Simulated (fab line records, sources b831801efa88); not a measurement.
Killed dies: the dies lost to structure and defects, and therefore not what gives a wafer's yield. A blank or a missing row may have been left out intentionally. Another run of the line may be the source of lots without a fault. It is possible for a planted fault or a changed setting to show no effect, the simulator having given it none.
The tool behind it: which one?    flow gf180mcu    72 wafers from 24 lots sampled at 6 of the route's 602 steps

## WHAT THE GAUGES READ, wafer by wafer
GF_V2_RS_MEAS_24: measures by four-point-probe.
lot   measured      on             V2_W_RS (ohm/sq)
L074  day 20 05:07  film-metro-04  0.332 0.326 0.328
L075  day 20 15:36  film-metro-04  0.320 0.320 0.323
L076  day 21 01:55  film-metro-04  0.335 0.336 0.337
L077  day 21 04:33  film-metro-02  0.321 0.322 0.320
L078  day 21 17:44  film-metro-04  0.327 0.320 0.325
L079  day 22 07:14  film-metro-04  0.331 0.323 0.332
L080  day 22 13:42  film-metro-01  0.331 0.331 0.330
L081  day 22 20:09  film-metro-01  0.324 0.329 0.322
L082  day 23 07:41  film-metro-01  0.322 0.326 0.321
L083  day 23 16:33  film-metro-02  0.330 0.335 0.331
L084  day 23 23:44  film-metro-02  0.328 0.330 0.323
L085  day 24 16:15  film-metro-01  0.322 0.325 0.322
L086  day 24 15:11  film-metro-04  0.335 0.328 0.331
L087  day 25 01:59  film-metro-04  0.323 0.328 0.328
L088  day 25 10:53  film-metro-04  0.327 0.322 0.329
L089  day 25 23:50  film-metro-04  0.330 0.331 0.327
L090  day 26 09:57  film-metro-02  0.326 0.329 0.327
L091  day 26 18:17  film-metro-04  0.326 0.329 0.327
L092  day 26 19:27  film-metro-02  0.326 0.321 0.323
L093  day 26 21:03  film-metro-01  0.318 0.320 0.321
L094  day 27 05:38  film-metro-04  0.332 0.329 0.323
L095  day 27 12:56  film-metro-04  0.327 0.328 0.326
L096  day 27 22:47  film-metro-02  0.325 0.327 0.327
L097  day 28 01:53  film-metro-01  0.331 0.327 0.329

GF_V2_THK_MEAS_25: measures by xrf.
lot   measured      on             V2_W_THK (nm)
L074  day 20 05:13  film-metro-04  335 340 341
L075  day 20 15:43  film-metro-04  348 347 344
L076  day 21 02:00  film-metro-04  328 327 328
L077  day 21 04:39  film-metro-02  356 351 356
L078  day 21 17:51  film-metro-04  337 344 339
L079  day 22 07:21  film-metro-04  336 345 333
L080  day 22 13:49  film-metro-01  339 338 340
L081  day 22 20:16  film-metro-01  347 340 347
L082  day 23 07:48  film-metro-01  348 346 351
L083  day 23 16:40  film-metro-02  349 342 346
L084  day 23 23:51  film-metro-02  348 345 354
L085  day 24 16:22  film-metro-01  348 346 350
L086  day 24 15:17  film-metro-04  329 338 335
L087  day 25 02:06  film-metro-04  339 338 339
L088  day 25 10:59  film-metro-04  337 344 334
L089  day 25 23:56  film-metro-04  336 333 336
L090  day 26 10:04  film-metro-02  346 345 346
L091  day 26 18:25  film-metro-04  340 336 337
L092  day 26 19:34  film-metro-02  347 352 349
L093  day 26 21:10  film-metro-01  352 353 351
L094  day 27 05:44  film-metro-04  336 338 344
L095  day 27 13:03  film-metro-04  340 341 342
L096  day 27 22:54  film-metro-02  351 350 349
L097  day 28 02:01  film-metro-01  340 343 341

GF_M3_OVL_MEAS_15.
lot   measured      on          M3_OVL (nm)
L074  day 21 05:32  overlay-01  -2 3 -5
L075  day 21 16:28  overlay-01  3 2 -5
L076  day 22 02:23  overlay-01  4 -4 -8
L077  day 22 04:44  overlay-02  0 -3 2
L078  day 22 17:52  overlay-01  -3 -6 0
L079  day 23 06:34  overlay-02  -5 -7 -8
L080  day 23 12:52  overlay-02  -2 -1 -6
L081  day 23 19:26  overlay-01  2 -1 -1
L082  day 24 06:20  overlay-01  2 -14 -5
L083  day 24 15:26  overlay-01  -3 -15 -15
L084  day 24 22:34  overlay-02  -7 0 -10
L085  day 25 14:25  overlay-01  -10 0 -4
L086  day 25 13:06  overlay-02  -10 -2 4
L087  day 25 23:52  overlay-02  1 1 -1
L088  day 26 08:44  overlay-01  0 1 -6
L089  day 26 21:16  overlay-02  -4 -6 -7
L090  day 27 06:25  overlay-02  -2 3 1
L091  day 27 14:43  overlay-01  -2 -8 -6
L092  day 27 15:59  overlay-01  -4 -4 -2
L093  day 27 17:13  overlay-02  0 2 -2
L094  day 28 02:52  overlay-02  -5 1 -6
L095  day 28 09:28  overlay-02  -5 -9 -7
L096  day 28 19:13  overlay-02  4 0 -9
L097  day 28 21:46  overlay-02  -12 4 2

## EACH LOT AND THE TOOL THAT RAN IT (in order: tool; ch and the chambers of the sampled wafers; start)
lot   GF_VT_IMPLANT_STRIP_31                GF_V2_CVD_23                   GF_M3_SPUTTER_04
L074  plasma-asher-04 ch 0,1, day 6 23:37   cvd-w-02 ch 0,1, day 20 04:59  pvd-sputter-02, day 20 05:44
L075  plasma-asher-04 ch 0, day 7 04:08     cvd-w-01 ch 0,1, day 20 15:28  pvd-sputter-01, day 20 16:14
L076  plasma-asher-02 ch 0,1, day 7 10:04   cvd-w-02 ch 0,1, day 21 01:46  pvd-sputter-01, day 21 02:31
L077  plasma-asher-01 ch 0,1, day 7 13:44   cvd-w-01 ch 0,1, day 21 04:26  pvd-sputter-04, day 21 05:10
L078  plasma-asher-02 ch 0,1, day 7 22:55   cvd-w-01 ch 0,1, day 21 17:37  pvd-sputter-01, day 21 18:23
L079  plasma-asher-04 ch 0,1, day 8 06:20   cvd-w-01 ch 0,1, day 22 07:07  pvd-sputter-04, day 22 07:53
L080  plasma-asher-02 ch 1, day 8 12:16     cvd-w-02 ch 0, day 22 13:34    pvd-sputter-04, day 22 14:20
L081  plasma-asher-04 ch 0,1, day 8 17:40   cvd-w-02 ch 0,1, day 22 20:02  pvd-sputter-02, day 22 20:49
L082  plasma-asher-04 ch 0,1, day 9 00:53   cvd-w-01 ch 0,1, day 23 07:34  pvd-sputter-02, day 23 08:21
L083  plasma-asher-04 ch 0,1, day 9 06:40   cvd-w-02 ch 0,1, day 23 16:25  pvd-sputter-01, day 23 17:12
L084  plasma-asher-02 ch 0,1, day 9 12:11   cvd-w-02 ch 0,1, day 23 23:37  pvd-sputter-04, day 24 00:23
L085  plasma-asher-02 ch 0,1, day 9 23:08   cvd-w-02 ch 0,1, day 24 16:08  pvd-sputter-02, day 24 17:11
L086  plasma-asher-02 ch 0,1, day 10 03:43  cvd-w-01 ch 0,1, day 24 15:04  pvd-sputter-01, day 24 15:53
L087  plasma-asher-01 ch 0,1, day 10 07:02  cvd-w-01 ch 0,1, day 25 01:52  pvd-sputter-01, day 25 02:39
L088  plasma-asher-04 ch 0,1, day 10 17:26  cvd-w-01 ch 0,1, day 25 10:46  pvd-sputter-01, day 25 11:31
L089  plasma-asher-02 ch 0, day 11 04:10    cvd-w-01 ch 0,1, day 25 23:42  pvd-sputter-01, day 26 00:28
L090  plasma-asher-01 ch 1, day 11 11:11    cvd-w-01 ch 0, day 26 09:49    pvd-sputter-01, day 26 10:35
L091  plasma-asher-02 ch 0,1, day 11 16:38  cvd-w-02 ch 0,1, day 26 18:10  pvd-sputter-01, day 26 18:57
L092  plasma-asher-01 ch 0, day 11 19:11    cvd-w-01 ch 0,1, day 26 19:20  pvd-sputter-04, day 26 20:07
L093  plasma-asher-01 ch 0,1, day 12 01:20  cvd-w-01 ch 1, day 26 20:50    pvd-sputter-04, day 26 21:41
L094  plasma-asher-04 ch 0, day 12 09:41    cvd-w-01 ch 0,1, day 27 05:30  pvd-sputter-04, day 27 06:17
L095  plasma-asher-02 ch 0,1, day 12 17:24  cvd-w-02 ch 1, day 27 12:47    pvd-sputter-01, day 27 13:35
L096  plasma-asher-01 ch 0,1, day 12 23:00  cvd-w-01 ch 0,1, day 27 22:40  pvd-sputter-01, day 27 23:26
L097  plasma-asher-01 ch 0,1, day 13 05:50  cvd-w-02 ch 0,1, day 28 01:47  pvd-sputter-02, day 28 02:34
- GF_VT_IMPLANT_STRIP_31: strips in O2/N2.
- GF_V2_CVD_23: deposits W, target thk 350 nm, time 104.94 s.
- GF_M3_SPUTTER_04: material TiN, target thk 50 nm, time 41.7 s.

## WHAT THE TOOLS THEMSELVES READ (means of the sampled wafers that have a number; where no wafer has one, the mark that the record gives instead)
GF_VT_IMPLANT_STRIP_31.
lot   tool             drypump-motor-current-A (A)  heater-power-w (W)  oes-product-au (a.u.)  platen-temp-c (C)  strip-time-to-endpoint-s (s)
L074  plasma-asher-04  5.76                         367                 0.714                  250.01             12.62
L075  plasma-asher-04  6.11                         393                 0.713                  249.93             12.64
L076  plasma-asher-02  5.96                         330                 0.714                  250.14             12.63
L077  plasma-asher-01  6.08                         372                 0.713                  250.08             12.62
L078  plasma-asher-02  5.96                         322                 0.716                  249.92             12.64
L079  plasma-asher-04  5.96                         377                 0.716                  249.90             12.61
L080  plasma-asher-02  5.62                         376                 0.719                  249.97             12.61
L081  plasma-asher-04  5.76                         367                 0.716                  249.97             12.62
L082  plasma-asher-04  5.95                         383                 0.717                  250.07             12.66
L083  plasma-asher-04  5.77                         371                 0.716                  249.84             12.59
L084  plasma-asher-02  5.81                         357                 0.714                  250.12             12.63
L085  plasma-asher-02  5.80                         351                 0.715                  250.21             12.56
L086  plasma-asher-02  5.79                         350                 0.723                  249.78             12.58
L087  plasma-asher-01  6.07                         371                 0.716                  249.95             12.60
L088  plasma-asher-04  5.77                         368                 0.709                  250.01             12.59
L089  plasma-asher-02  6.12                         301                 0.715                  250.04             12.61
L090  plasma-asher-01  6.29                         362                 0.716                  250.18             12.58
L091  plasma-asher-02  5.99                         322                 0.714                  250.08             12.64
L092  plasma-asher-01  5.99                         376                 0.714                  250.07             12.63
L093  plasma-asher-01  6.16                         369                 0.713                  250.05             12.66
L094  plasma-asher-04  6.13                         384                 0.711                  249.94             12.67
L095  plasma-asher-02  5.80                         345                 0.718                  249.91             12.58
L096  plasma-asher-01  6.07                         369                 0.717                  249.93             12.57
L097  plasma-asher-01  6.08                         372                 0.708                  249.95             12.58

GF_V2_CVD_23.
lot   tool      heater-power-w (W)
L074  cvd-w-02  833
L075  cvd-w-01  792
L076  cvd-w-02  839
L077  cvd-w-01  853
L078  cvd-w-01  789
L079  cvd-w-01  814
L080  cvd-w-02  826
L081  cvd-w-02  846
L082  cvd-w-01  844
L083  cvd-w-02  852
L084  cvd-w-02  841
L085  cvd-w-02  856
L086  cvd-w-01  820
L087  cvd-w-01  849
L088  cvd-w-01  812
L089  cvd-w-01  808
L090  cvd-w-01  766
L091  cvd-w-02  830
L092  cvd-w-01  868
L093  cvd-w-01  892
L094  cvd-w-01  823
L095  cvd-w-02  859
L096  cvd-w-01  803
L097  cvd-w-02  834

GF_M3_SPUTTER_04.
lot   tool            throttle-valve-pct (%)
L074  pvd-sputter-02  30.0
L075  pvd-sputter-01  30.7
L076  pvd-sputter-01  30.5
L077  pvd-sputter-04  31.2
L078  pvd-sputter-01  30.5
L079  pvd-sputter-04  30.1
L080  pvd-sputter-04  30.0
L081  pvd-sputter-02  30.2
L082  pvd-sputter-02  30.5
L083  pvd-sputter-01  30.2
L084  pvd-sputter-04  29.7
L085  pvd-sputter-02  30.9
L086  pvd-sputter-01  30.4
L087  pvd-sputter-01  30.5
L088  pvd-sputter-01  30.5
L089  pvd-sputter-01  30.2
L090  pvd-sputter-01  30.3
L091  pvd-sputter-01  30.7
L092  pvd-sputter-04  30.1
L093  pvd-sputter-04  30.9
L094  pvd-sputter-04  29.3
L095  pvd-sputter-01  30.5
L096  pvd-sputter-01  30.1
L097  pvd-sputter-02  30.2

## THE ANSWER, worked out from the rows above alone
Rule: what is usual is taken from the lots themselves. Put in order of their means at a reading, lots are off if they are a third of the lots or fewer, leave a main group of 4 or more, and stand apart from it by a gap of 3 or more times the standard deviation of the main group's means; of several such gaps the widest counts. Not used: any main group whose means are identical at the precision the tables above print for the reading. A lot without any number at a reading at which 4 lots or more have one is off too. Where the step has rows for the other lots, those lots are counted as sound. Order of review: gauges by route order, followed by the tools' own readings, for which a lot's mean as printed above is used. At the first step where some lot is off, the reading lying furthest off is the one used; lots without a number count as furthest.
No lot is off at any reading shown: from this, nothing can be told.

## WHAT THE SIMULATOR HAD PUT IN
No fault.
